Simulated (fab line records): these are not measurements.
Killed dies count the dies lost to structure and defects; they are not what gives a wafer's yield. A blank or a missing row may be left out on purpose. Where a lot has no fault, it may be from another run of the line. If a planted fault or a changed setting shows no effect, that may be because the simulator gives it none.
Which tool is to blame? | flow gf180mcu | 15 lots with 45 wafers sampled at 5 steps, on a route of 602 steps

## WHAT THE GAUGES SHOWED, per wafer
GF_MVSD_OVL_MEAS_07. Usual: for MVSD_OVL the level is 0.1 nm and the standard deviation is 1.4.
lot  | measured     | on         | MVSD_OVL (nm)  | flag
L281 | day 4 13:28  | overlay-01 | 0.7 1.7 0.5    | 
L282 | day 4 16:27  | overlay-02 | -1.5 -3.0 -1.3 | 
L283 | day 4 22:01  | overlay-01 | 1.2 -0.5 0.0   | 
L284 | day 5 06:22  | overlay-02 | 0.8 0.8 2.4    | 
L291 | day 7 00:39  | overlay-02 | 1.5 -0.3 -1.3  | 
L292 | day 7 04:52  | overlay-02 | -0.3 -0.7 -0.8 | 
L293 | day 7 09:16  | overlay-02 | -0.1 -2.6 -4.2 | 
L297 | day 8 07:58  | overlay-01 | -0.7 1.1 0.9   | 
L298 | day 8 14:25  | overlay-01 | 1.8 -2.0 -0.3  | 
L299 | day 8 18:57  | overlay-02 | 0.1 0.0 -1.6   | 
L300 | day 9 00:07  | overlay-01 | -0.9 0.0 -0.1  | 
L301 | day 9 09:51  | overlay-02 | 0.7 -0.8 -0.2  | 
L302 | day 9 13:01  | overlay-02 | -0.1 -0.4 1.2  | 
L303 | day 9 16:18  | overlay-01 | 1.2 -0.8 0.9   | 
L304 | day 10 00:43 | overlay-02 | -1.2 1.0 -3.0  | 

GF_MVSD_TW_MEAS_11. Usual: for MVSD_TW the level is 1582 and the standard deviation is 13.
lot  | measured     | on           | MVSD_TW        | flag
L281 | day 4 13:53  | filmMetro-04 | 1566 1569 1567 | 
L282 | day 4 16:53  | filmMetro-04 | 1563 1566 1556 | 
L283 | day 4 22:27  | filmMetro-01 | 1589 1593 1598 | 
L284 | day 5 06:49  | filmMetro-01 | 1594 1590 1585 | 
L291 | day 7 01:07  | filmMetro-03 | 30 30 30       | OFF
L292 | day 7 05:19  | filmMetro-03 | 30 30 30       | OFF
L293 | day 7 09:41  | filmMetro-03 | 30 30 30       | OFF
L297 | day 8 08:24  | filmMetro-01 | 1591 1592 1591 | 
L298 | day 8 14:51  | filmMetro-01 | 1589 1588 1591 | 
L299 | day 8 19:23  | filmMetro-01 | 1596 1588 1594 | 
L300 | day 9 00:32  | filmMetro-03 | 1583 1582 1596 | 
L301 | day 9 10:17  | filmMetro-01 | 1592 1587 1592 | 
L302 | day 9 13:27  | filmMetro-01 | 1583 1586 1585 | 
L303 | day 9 16:44  | filmMetro-03 | 1590 1590 1591 | 
L304 | day 10 01:09 | filmMetro-01 | 1597 1588 1592 | 

GF_VT_IMPLANT_OVL_MEAS_07. Usual: for VT_IMPLANT_OVL the level is 0.4 nm and the standard deviation is 1.3.
lot  | measured     | on         | VT_IMPLANT_OVL (nm) | flag
L281 | day 5 18:37  | overlay-01 | 1.1 -0.9 0.7        | 
L282 | day 5 21:37  | overlay-01 | 1.8 -0.4 0.0        | 
L283 | day 6 04:02  | overlay-01 | -0.3 -0.3 -1.0      | 
L284 | day 6 12:49  | overlay-02 | -0.4 -0.6 -2.8      | 
L291 | day 8 09:15  | overlay-02 | 2.1 2.3 1.9         | 
L292 | day 8 13:49  | overlay-02 | 1.0 -0.3 -0.4       | 
L293 | day 8 18:28  | overlay-02 | 0.7 1.8 1.3         | 
L297 | day 9 17:23  | overlay-01 | 0.4 0.8 0.8         | 
L298 | day 10 01:07 | overlay-02 | 0.1 -0.3 -0.4       | 
L299 | day 10 05:06 | overlay-02 | 1.0 2.4 2.1         | 
L300 | day 10 11:04 | overlay-02 | 2.0 -0.7 1.8        | 
L301 | day 10 21:22 | overlay-01 | 1.4 1.7 1.0         | 
L302 | day 11 01:11 | overlay-01 | 1.5 1.5 2.2         | 
L303 | day 11 05:19 | overlay-02 | -0.5 -0.2 -0.6      | 
L304 | day 11 13:56 | overlay-01 | 0.4 0.3 0.9         | 

## WHICH TOOL RAN EACH LOT (tool, then ch and the chambers of the sampled wafers, then the start)
lot  | GF_LVPWELL_STRIP_10                | GF_MVSD_STRIP_10
L281 | plasmaAsher-02 ch 1, day 4 00:05   | plasmaAsher-03 ch 0,1, day 4 13:47
L282 | plasmaAsher-02 ch 0, day 4 03:14   | plasmaAsher-03 ch 0,1, day 4 16:47
L283 | plasmaAsher-01 ch 0,1, day 4 08:13 | plasmaAsher-01 ch 0,1, day 4 22:20
L284 | plasmaAsher-02 ch 0,1, day 4 15:43 | plasmaAsher-01 ch 0,1, day 5 06:43
L291 | plasmaAsher-02 ch 0,1, day 6 09:41 | plasmaAsher-03 ch 0,1, day 7 00:59
L292 | plasmaAsher-02 ch 0,1, day 6 13:28 | plasmaAsher-04 ch 0,1, day 7 05:13
L293 | plasmaAsher-04 ch 0,1, day 6 18:10 | plasmaAsher-01 ch 0,1, day 7 09:35
L297 | plasmaAsher-04 ch 0,1, day 7 15:35 | plasmaAsher-04 ch 0,1, day 8 08:17
L298 | plasmaAsher-04 ch 0,1, day 7 22:19 | plasmaAsher-04 ch 0,1, day 8 14:44
L299 | plasmaAsher-02 ch 0,1, day 8 02:31 | plasmaAsher-04 ch 0,1, day 8 19:17
L300 | plasmaAsher-02 ch 0,1, day 8 07:35 | plasmaAsher-04 ch 0,1, day 9 00:26
L301 | plasmaAsher-02 ch 0,1, day 8 16:53 | plasmaAsher-01 ch 1, day 9 10:11
L302 | plasmaAsher-02 ch 0,1, day 8 20:10 | plasmaAsher-04 ch 0,1, day 9 13:20
L303 | plasmaAsher-02 ch 0,1, day 8 23:46 | plasmaAsher-01 ch 0,1, day 9 16:38
L304 | plasmaAsher-04 ch 0,1, day 9 07:07 | plasmaAsher-01 ch 0,1, day 10 01:02
- GF_LVPWELL_STRIP_10: strips in O2/N2.
- GF_MVSD_STRIP_10: strips in O2/N2.

## AS READ BY THE TOOLS THEMSELVES (means over the sampled wafers that have a number; for cases with no such wafer, the mark the record gives instead)
GF_LVPWELL_STRIP_10. Usual: chamberPressureMTorr 1500.1 mTorr, standard deviation 1.4; drypumpMotorCurrentA 5.8 A, standard deviation 0.36; heaterPowerW 336 W, standard deviation 38; oesProductAu 0.723 a.u., standard deviation 0.0041; platenTempC 249.99 C, standard deviation 0.19; stripTimeToEndpointS 36.91 s, standard deviation 0.11.
lot  | tool           | chamberPressureMTorr (mTorr) | drypumpMotorCurrentA (A) | heaterPowerW (W) | oesProductAu (a.u.) | platenTempC (C) | stripTimeToEndpointS (s) | flag
L281 | plasmaAsher-02 | 1500.5                       | 5.4                      | 387              | 0.723               | 249.83          | 36.81                    | 
L282 | plasmaAsher-02 | 1501.4                       | 5.9                      | 309              | 0.727               | 249.92          | 36.77                    | 
L283 | plasmaAsher-01 | 1501.6                       | 5.7                      | 337              | 0.725               | 249.82          | 36.86                    | 
L284 | plasmaAsher-02 | 1501.0                       | 5.6                      | 361              | 0.724               | 249.97          | 36.97                    | 
L291 | plasmaAsher-02 | -                            | -                        | -                | -                   | -               | -                        | OFF
L292 | plasmaAsher-02 | -                            | -                        | -                | -                   | -               | -                        | OFF
L293 | plasmaAsher-04 | -                            | -                        | -                | -                   | -               | -                        | OFF
L297 | plasmaAsher-04 | 1500.3                       | 6.0                      | 320              | 0.723               | 249.93          | 37.07                    | 
L298 | plasmaAsher-04 | 1500.0                       | 6.3                      | 304              | 0.717               | 249.99          | 36.91                    | 
L299 | plasmaAsher-02 | 1499.2                       | 5.7                      | 332              | 0.724               | 249.75          | 37.00                    | 
L300 | plasmaAsher-02 | 1499.3                       | 5.7                      | 334              | 0.722               | 250.19          | 36.80                    | 
L301 | plasmaAsher-02 | 1500.2                       | 5.6                      | 371              | 0.725               | 250.23          | 36.76                    | 
L302 | plasmaAsher-02 | 1500.4                       | 5.6                      | 364              | 0.723               | 249.93          | 36.93                    | 
L303 | plasmaAsher-02 | 1500.7                       | 5.6                      | 360              | 0.722               | 249.85          | 37.02                    | 
L304 | plasmaAsher-04 | 1499.7                       | 6.2                      | 302              | 0.722               | 250.08          | 36.98                    | 

GF_MVSD_STRIP_10. Usual: chamberPressureMTorr 1500.2 mTorr, standard deviation 1.3; drypumpMotorCurrentA 5.9 A, standard deviation 0.41; heaterPowerW 318 W, standard deviation 23; oesProductAu 0.722 a.u., standard deviation 0.0046; platenTempC 249.97 C, standard deviation 0.19; stripTimeToEndpointS 36.99 s, standard deviation 0.12.
lot  | tool           | chamberPressureMTorr (mTorr) | drypumpMotorCurrentA (A) | heaterPowerW (W) | oesProductAu (a.u.) | platenTempC (C) | stripTimeToEndpointS (s) | flag
L281 | plasmaAsher-03 | 1499.6                       | 6.1                      | 306              | 0.730               | 249.89          | 36.96                    | 
L282 | plasmaAsher-03 | 1500.3                       | 5.9                      | 305              | 0.720               | 249.96          | 37.07                    | 
L283 | plasmaAsher-01 | 1499.5                       | 5.4                      | 336              | 0.724               | 249.90          | 36.96                    | 
L284 | plasmaAsher-01 | 1499.4                       | 5.7                      | 335              | 0.720               | 249.91          | 37.02                    | 
L291 | plasmaAsher-03 | 1499.5                       | 5.9                      | 305              | 0.739               | 249.92          | 81.19                    | OFF
L292 | plasmaAsher-04 | 1499.9                       | 6.2                      | 303              | 0.744               | 249.91          | 81.18                    | OFF
L293 | plasmaAsher-01 | 1499.3                       | 5.5                      | 337              | 0.743               | 249.72          | 81.26                    | OFF
L297 | plasmaAsher-04 | 1499.8                       | 5.9                      | 321              | 0.726               | 249.81          | 36.97                    | 
L298 | plasmaAsher-04 | 1500.2                       | 6.2                      | 303              | 0.719               | 250.13          | 36.94                    | 
L299 | plasmaAsher-04 | 1499.3                       | 6.2                      | 298              | 0.724               | 249.93          | 36.98                    | 
L300 | plasmaAsher-04 | 1500.5                       | 6.0                      | 319              | 0.720               | 249.83          | 36.84                    | 
L301 | plasmaAsher-01 | 1499.7                       | 6.0                      | 347              | 0.720               | 249.96          | 37.12                    | 
L302 | plasmaAsher-04 | 1499.9                       | 5.9                      | 320              | 0.725               | 250.20          | 36.93                    | 
L303 | plasmaAsher-01 | 1499.5                       | 5.7                      | 337              | 0.723               | 250.02          | 36.97                    | 
L304 | plasmaAsher-01 | 1500.2                       | 5.7                      | 341              | 0.723               | 250.11          | 36.83                    | 

## THE ANSWER, worked out from the rows above alone
Rule: lot off if the mean of its wafers having a number is beyond 3 standard deviations from the usual mean. A lot without any number at a reading at which 4 lots or more have one is off too. Any other lot the step has rows for is counted as sound. Order of review: gauges by route order, followed by the tools' own readings, for which a lot's mean as printed above is used. At the first step where some lot is off, the reading lying furthest off is the one used; lots without a number count as furthest.
Off: at GF_MVSD_TW_MEAS_11 (MVSD_TW), L291, L292, L293.
A tool fits if, at a process step before that reading, it ran every lot that is off, and no sound lot after the first of them. The gauges at GF_MVSD_TW_MEAS_11 aren't tried: what is off there is off at GF_LVPWELL_STRIP_10 too, on other tools, and a gauge's error can't cause that. Of those tried, none fits.

## WHAT THE SIMULATOR HAD INSERTED
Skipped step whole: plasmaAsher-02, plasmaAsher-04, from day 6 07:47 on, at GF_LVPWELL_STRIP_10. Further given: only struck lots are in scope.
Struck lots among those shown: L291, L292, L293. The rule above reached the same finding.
